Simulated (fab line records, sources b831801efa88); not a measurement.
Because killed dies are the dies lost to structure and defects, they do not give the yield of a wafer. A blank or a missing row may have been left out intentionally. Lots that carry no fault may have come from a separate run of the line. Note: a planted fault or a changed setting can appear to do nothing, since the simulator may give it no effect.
fab line records	flow sky130
record lots=6	wafers=18	last_day=49
route steps=708 shown VIA1@475 METAL2@483
lots that met no fault: from a run of the same line without faults
start_h: start of the lot's first displayed wafer, in hours after the record's first day	wait_h: hours since the lot's step before	" repeats the value in the row above	L1.1+2: a single row standing in for several wafers	- no value, or no start given	* or withheld: withheld	< > ~ a bound
route shown NAME@n: a module of which the file shows steps, and the number in the route of the first	usual: the fault-free wafers' mean and standard deviation	same: alike in all rows	chamber/n: place in a boat	sites: each site's reading	_std_site: the standard deviation of these	_edge_site: mean of outer sites minus mean of inner sites	radius_mm: for every site, how far away it sits from the centre of the wafer	mask NAME#n: copy n	behind: tool/chamber where the wafer was last shaped	hold: reason for holding the lot/hours on hold/outcome of the hold	device: names the non-switching transistor (n, p or np)	end of line: tests run on the same wafers once the route is complete	a step without rows: its recipe alone	killed: the dies lost at the first sort to structure and to defects; this is not the yield of the wafer	map: the dies of a wafer, with x for killed, . for not killed, _ for no die there
set.NAME: the setting that was run; set.NAME@STEP: the one run at that earlier step	model.NAME: the simulator's own value behind a step, which no gauge read
lots at selected steps of the route; one table per step, one row per wafer
services: from which hour (start_h, from the record's first day; less than 0 if before it) a tool's chamber was out of use, for how many hours, and why
## steps
# step SKY_VIA1_STRIP_17
# recipe chemistry=post_etch_residue_remover	time_s=1200	temp_c=72.5
# step SKY_VIA1_CLEAN_18
# recipe chemistry=IPA	time_s=180	temp_c=25
# step SKY_VIA1_CLEAN_19
# recipe chemistry=O3/DIW	dry=n2_spin
# step SKY_VIA1_SPUTTER_20
# recipe material=TiN	target_thk_nm=20	chamber_pressure_pa=5	power_w=4000	time_s=80
# step SKY_VIA1_CVD_21
# recipe material=W	target_thk_nm=270	time_s=80.902	temp_c=400	pressure_torr=40
# usual heater_power_w=869/170
lot.wafer	tool	chamber	start_h	wait_h	heater_power_w	since_wet_clean_h
L591.3	cvd_w-02	0	790.03	0.1	833	-
L591.4	"	1	"	"	786	-
L591.6	"	0	"	"	832	-
L599.2	cvd_w-02	1	866.96	0.0	794	463
L599.4	"	1	"	"	790	-
L599.5	"	0	"	"	831	-
L600.2	cvd_w-01	1	870.02	0.0	1192	966
L600.3	"	0	"	"	713	-
L600.4	"	1	"	"	1232	-
L603.2	cvd_w-01	0	893.63	0.0	720	990
L603.4	"	0	"	"	698	-
L603.6	"	0	"	"	703	-
L606.2	cvd_w-02	0	910.99	0.0	831	507
L606.3	"	0	"	"	848	-
L606.4	"	1	"	"	784	-
L609.1	cvd_w-01	1	932.94	0.0	1068	15
L609.5	"	1	"	"	1053	-
L609.6	"	0	"	"	696	-
# step SKY_VIA1_RS_MEAS_22
# recipe thk_meas_gauge=four-point-probe	reads=W_of_VIA1_CVD_21+TiN_of_VIA1_SPUTTER_20
# usual VIA1_W_RS=0.425/0.0059
lot.wafer	tool	chamber	start_h	wait_h	VIA1_W_RS[ohm/sq]
L591.3	film_metro-04	-	790.13	0.1	0.430
L591.4	"	-	"	"	0.421
L591.6	"	-	"	"	0.421
L599.2	film_metro-04	-	867.07	0.1	0.424
L599.4	"	-	"	"	0.425
L599.5	"	-	"	"	0.436
L600.2	film_metro-04	-	870.13	0.1	0.419
L600.3	"	-	"	"	0.427
L600.4	"	-	"	"	0.415
L603.2	film_metro-02	-	893.74	0.1	0.426
L603.4	"	-	"	"	0.426
L603.6	"	-	"	"	0.428
L606.2	film_metro-01	-	911.10	0.1	0.431
L606.3	"	-	"	"	0.434
L606.4	"	-	"	"	0.426
L609.1	film_metro-04	-	933.03	0.1	0.422
L609.5	"	-	"	"	0.420
L609.6	"	-	"	"	0.425
# step SKY_VIA1_THK_MEAS_23
# recipe thk_meas_gauge=xrf	reads=W_of_VIA1_CVD_21
# usual VIA1_W_THK=275/4.8
lot.wafer	tool	chamber	start_h	wait_h	VIA1_W_THK[nm]
L591.3	film_metro-04	-	790.23	0.1	270
L591.4	"	-	"	"	273
L591.6	"	-	"	"	276
L599.2	film_metro-04	-	867.18	0.1	272
L599.4	"	-	"	"	272
L599.5	"	-	"	"	264
L600.2	film_metro-04	-	870.24	0.1	275
L600.3	"	-	"	"	271
L600.4	"	-	"	"	278
L603.2	film_metro-02	-	893.85	0.1	273
L603.4	"	-	"	"	274
L603.6	"	-	"	"	272
L606.2	film_metro-01	-	911.21	0.1	272
L606.3	"	-	"	"	275
L606.4	"	-	"	"	276
L609.1	film_metro-04	-	933.15	0.1	275
L609.5	"	-	"	"	275
L609.6	"	-	"	"	273
# step SKY_VIA1_CMP_24
# recipe stop_on=SiO2	t_overpolish_s=15	down_force_psi=3.5	platen_rpm=60	target_thk_nm=0	pad_velocity_m_s=0.94248
# usual motor_current_A=10.7/1.6	overpolish_run_s=15.000/0.0081	time_to_endpoint_s=65.5/2.7
lot.wafer	tool	chamber	start_h	wait_h	motor_current_A	overpolish_run_s	time_to_endpoint_s
L591.3	cmp-01	3	790.37	0.1	11.7	14.993	63.1
L591.4	"	0	"	"	13.5	15.014	66.7
L591.6	"	1	"	"	9.9	15.003	69.9
L599.2	cmp-02	2	867.33	0.1	11.9	14.991	68.1
L599.4	"	3	"	"	10.6	14.997	59.5
L599.5	"	1	"	"	11.6	14.994	64.2
L600.4	cmp-01	3	870.29	0.0	11.6	14.990	61.7
L600.2	"	0	"	"	13.3	14.990	65.1
L600.3	"	2	"	"	7.6	15.015	61.0
L603.2	cmp-02	2	893.95	0.1	12.6	15.004	64.2
L603.4	"	0	"	"	9.3	14.986	63.8
L603.6	"	1	"	"	11.7	14.995	67.4
L606.2	cmp-02	2	911.31	0.1	12.7	15.001	67.4
L606.4	"	3	"	"	10.3	15.006	62.8
L606.3	"	0	"	"	9.1	15.013	63.0
L609.1	cmp-01	2	933.26	0.1	8.1	14.975	67.5
L609.5	"	1	"	"	9.4	14.999	64.9
L609.6	"	2	"	"	7.6	15.010	64.1
# step SKY_METAL2_SPUTTER_00
# recipe material=Ti	target_thk_nm=15	power_w=3000	time_s=10	chamber_pressure_pa=0.4
# usual cathode_dc_power_W=3000.0/0.53	chamber_pressure_pa=0.3999/0.0008	throttle_valve_pct=30.2/0.71
lot.wafer	tool	chamber	start_h	wait_h	cathode_dc_power_W	chamber_pressure_pa	throttle_valve_pct
L591.3	pvd_sputter-02	-	790.57	0.1	3000.6	0.3988	29.6
L591.4	"	-	"	"	3000.7	0.3992	29.4
L591.6	"	-	"	"	3000.2	0.4011	31.4
L599.2	pvd_sputter-02	-	867.53	0.1	3000.4	0.3988	29.9
L599.4	"	-	"	"	3001.5	0.4000	29.5
L599.5	"	-	"	"	3000.1	0.3999	29.4
L600.2	pvd_sputter-04	-	870.59	0.2	2999.7	0.4014	29.7
L600.3	"	-	"	"	2999.3	0.3999	30.7
L600.4	"	-	"	"	3000.8	0.3988	29.8
L603.2	pvd_sputter-04	-	894.20	0.2	2999.7	0.4007	30.9
L603.4	"	-	"	"	3000.1	0.4005	30.7
L603.6	"	-	"	"	3000.5	0.4004	30.6
L606.2	pvd_sputter-04	-	911.56	0.2	2999.8	0.3986	29.7
L606.3	"	-	"	"	3001.0	0.4012	30.0
L606.4	"	-	"	"	2998.9	0.3993	30.8
L609.1	pvd_sputter-02	-	933.51	0.2	2999.0	0.3997	31.1
L609.5	"	-	"	"	3000.5	0.4001	29.4
L609.6	"	-	"	"	3000.3	0.3991	31.1
# step SKY_METAL2_SPUTTER_01
# recipe material=TiN	target_thk_nm=20	power_w=6500	time_s=16.7	chamber_pressure_pa=0.4
# usual cathode_dc_power_W=6500.0/1.3	chamber_pressure_pa=0.4000/0.00075	throttle_valve_pct=30.2/0.7
lot.wafer	tool	chamber	start_h	wait_h	cathode_dc_power_W	chamber_pressure_pa	throttle_valve_pct
L591.3	pvd_sputter-02	-	790.59	0.0	6500.6	0.3996	29.7
L591.4	"	-	"	"	6500.9	0.3991	29.4
L591.6	"	-	"	"	6500.5	0.3991	31.1
L599.2	pvd_sputter-02	-	867.55	0.0	6501.0	0.4006	30.0
L599.4	"	-	"	"	6499.8	0.4008	29.9
L599.5	"	-	"	"	6499.1	0.4000	29.5
L600.2	pvd_sputter-04	-	870.61	0.0	6498.9	0.3992	30.0
L600.3	"	-	"	"	6500.4	0.3992	30.8
L600.4	"	-	"	"	6501.7	0.4002	29.9
L603.2	pvd_sputter-04	-	894.22	0.0	6497.6	0.3998	30.8
L603.4	"	-	"	"	6498.4	0.3986	30.3
L603.6	"	-	"	"	6501.7	0.3995	30.3
L606.2	pvd_sputter-04	-	911.59	0.0	6500.1	0.4002	29.6
L606.3	"	-	"	"	6501.2	0.4008	29.9
L606.4	"	-	"	"	6500.0	0.3992	31.0
L609.1	pvd_sputter-02	-	933.53	0.0	6498.2	0.4010	31.2
L609.5	"	-	"	"	6501.6	0.3991	29.2
L609.6	"	-	"	"	6501.1	0.3996	31.4
# step SKY_METAL2_SPUTTER_02
# recipe material=AlCu	target_thk_nm=250	power_w=10600	time_s=13.3	chamber_pressure_pa=0.4
# usual cathode_dc_power_W=10600/2	chamber_pressure_pa=0.3999/0.00084	throttle_valve_pct=30.2/0.71
lot.wafer	tool	chamber	start_h	wait_h	cathode_dc_power_W	chamber_pressure_pa	throttle_valve_pct
L591.3	pvd_sputter-02	-	790.62	0.0	10601	0.4000	29.6
L591.4	"	-	"	"	10600	0.3985	29.3
L591.6	"	-	"	"	10603	0.3978	31.3
L599.2	pvd_sputter-02	-	867.58	0.0	10599	0.3998	30.0
L599.4	"	-	"	"	10599	0.4010	29.3
L599.5	"	-	"	"	10601	0.3996	29.3
L600.2	pvd_sputter-04	-	870.64	0.0	10596	0.4004	29.5
L600.3	"	-	"	"	10599	0.4000	30.6
L600.4	"	-	"	"	10599	0.3982	30.0
L603.2	pvd_sputter-04	-	894.25	0.0	10596	0.3999	30.9
L603.4	"	-	"	"	10599	0.4011	30.5
L603.6	"	-	"	"	10598	0.4006	30.4
L606.2	pvd_sputter-04	-	911.61	0.0	10600	0.3997	29.6
L606.3	"	-	"	"	10599	0.4012	30.0
L606.4	"	-	"	"	10599	0.4006	30.9
L609.1	pvd_sputter-02	-	933.56	0.0	10599	0.4005	31.3
L609.5	"	-	"	"	10603	0.4003	29.4
L609.6	"	-	"	"	10600	0.4000	31.4
# step SKY_METAL2_SPUTTER_03
# recipe material=Ti	target_thk_nm=5	power_w=3000	time_s=3.3	chamber_pressure_pa=0.4
# step SKY_METAL2_SPUTTER_04
# recipe material=TiN	target_thk_nm=70	power_w=6500	time_s=58.3	chamber_pressure_pa=0.4
# usual cathode_dc_power_W=6499.9/1.2	chamber_pressure_pa=0.4000/0.00075	throttle_valve_pct=30.2/0.7
lot.wafer	tool	chamber	start_h	wait_h	cathode_dc_power_W	chamber_pressure_pa	throttle_valve_pct
L591.3	pvd_sputter-02	-	790.66	0.0	6500.2	0.4003	29.4
L591.4	"	-	"	"	6498.1	0.4010	29.3
L591.6	"	-	"	"	6499.9	0.4003	31.3
L599.2	pvd_sputter-02	-	867.62	0.0	-	-	-
L599.4	"	-	"	"	-	-	-
L599.5	"	-	"	"	-	-	-
L600.2	pvd_sputter-04	-	870.68	0.0	-	-	-
L600.3	"	-	"	"	-	-	-
L600.4	"	-	"	"	-	-	-
L603.2	pvd_sputter-04	-	894.29	0.0	6499.4	0.3993	30.8
L603.4	"	-	"	"	6499.4	0.3997	30.4
L603.6	"	-	"	"	6499.2	0.4004	30.6
L606.2	pvd_sputter-04	-	911.65	0.0	6500.6	0.4001	29.9
L606.3	"	-	"	"	6501.2	0.3999	29.9
L606.4	"	-	"	"	6498.8	0.4001	31.0
L609.1	pvd_sputter-02	-	933.60	0.0	6500.3	0.3995	31.4
L609.5	"	-	"	"	6499.0	0.3998	29.2
L609.6	"	-	"	"	6500.6	0.4001	31.2
# step SKY_METAL2_THK_MEAS_06
# recipe thk_meas_gauge=xrf	reads=AlCu_of_METAL2_SPUTTER_02
# usual METAL2_ALCU_THK=250/3
lot.wafer	tool	chamber	start_h	wait_h	METAL2_ALCU_THK[nm]
L591.3	film_metro-02	-	790.85	0.1	247
L591.4	"	-	"	"	249
L591.6	"	-	"	"	247
L599.2	film_metro-02	-	867.80	0.1	288
L599.4	"	-	"	"	288
L599.5	"	-	"	"	292
L600.2	film_metro-01	-	870.86	0.1	290
L600.3	"	-	"	"	288
L600.4	"	-	"	"	288
L603.2	film_metro-03	-	894.47	0.1	249
L603.4	"	-	"	"	253
L603.6	"	-	"	"	255
L606.2	film_metro-02	-	911.83	0.1	255
L606.3	"	-	"	"	252
L606.4	"	-	"	"	249
L609.1	film_metro-01	-	933.77	0.1	246
L609.5	"	-	"	"	251
L609.6	"	-	"	"	248
# step SKY_METAL2_DEHYDRATE_07
# recipe temp_c=200	time_s=60
## services
tool	chamber	start_h	hours	kind
cmp-02	-	771.41	3.8	repair
pvd_sputter-04	-	775.92	5.5	repair
pvd_sputter-04	0	811.75	-	consumable_replace:kit
pvd_sputter-04	0	811.75	18.0	scheduled_down
pvd_sputter-04	0	811.75	18.0	vent_cycle
pvd_sputter-04	-	816.93	2.1	repair
cmp-01	-	830.80	5.8	pm
pvd_sputter-02	-	832.51	12.7	repair
cmp-02	-	855.98	0.7	repair
pvd_sputter-02	2	861.36	-	consumable_replace:kit
pvd_sputter-02	2	861.36	18.0	scheduled_down
pvd_sputter-02	2	861.36	18.0	vent_cycle
cvd_w-02	1	861.99	4.1	repair
cmp-01	-	862.67	0.3	repair
cvd_w-01	-	871.17	0.2	repair
cvd_w-01	-	904.00	14.0	pm
cvd_w-01	0	904.00	14.0	vent_cycle
cvd_w-01	1	904.00	14.0	vent_cycle
cvd_w-01	0	918.00	-	clean
cvd_w-01	1	918.00	-	clean
cmp-01	-	919.23	4.0	pm
cmp-01	-	923.23	-	consumable_replace:conditioner
cvd_w-02	-	925.31	28.1	pm
pvd_sputter-02	-	926.81	3.3	repair
## key
first_sign step=SKY_METAL2_SPUTTER_04	reading=tool_record	direction=missing
effect step=SKY_METAL2_THK_MEAS_06	reading=METAL2_ALCU_THK	direction=up	sigmas=13	usual=250	struck=289
met_at SKY_METAL2_SPUTTER_04
struck_wafers L599.2,L599.4,L599.5,L600.2,L600.3,L600.4
later_rows_left_out L599.2,L599.4,L599.5,L600.2,L600.3,L600.4
sort_left_out L599.2,L599.4,L599.5,L600.2,L600.3,L600.4
onset_between 790.66 867.62
fault kind=skipped_step_whole	tool=pvd_sputter-02,pvd_sputter-04	chamber=-	onset_h=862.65	steps=SKY_METAL2_SPUTTER_04	scope=struck_lots_only
# sort_left_out: the simulated sort isn't trusted on such a fault, so these wafers' sort isn't shown, and their yield isn't known
# later_rows_left_out: the simulator's readings of these wafers behind a module that went badly wrong aren't trusted and aren't shown, but for the sort
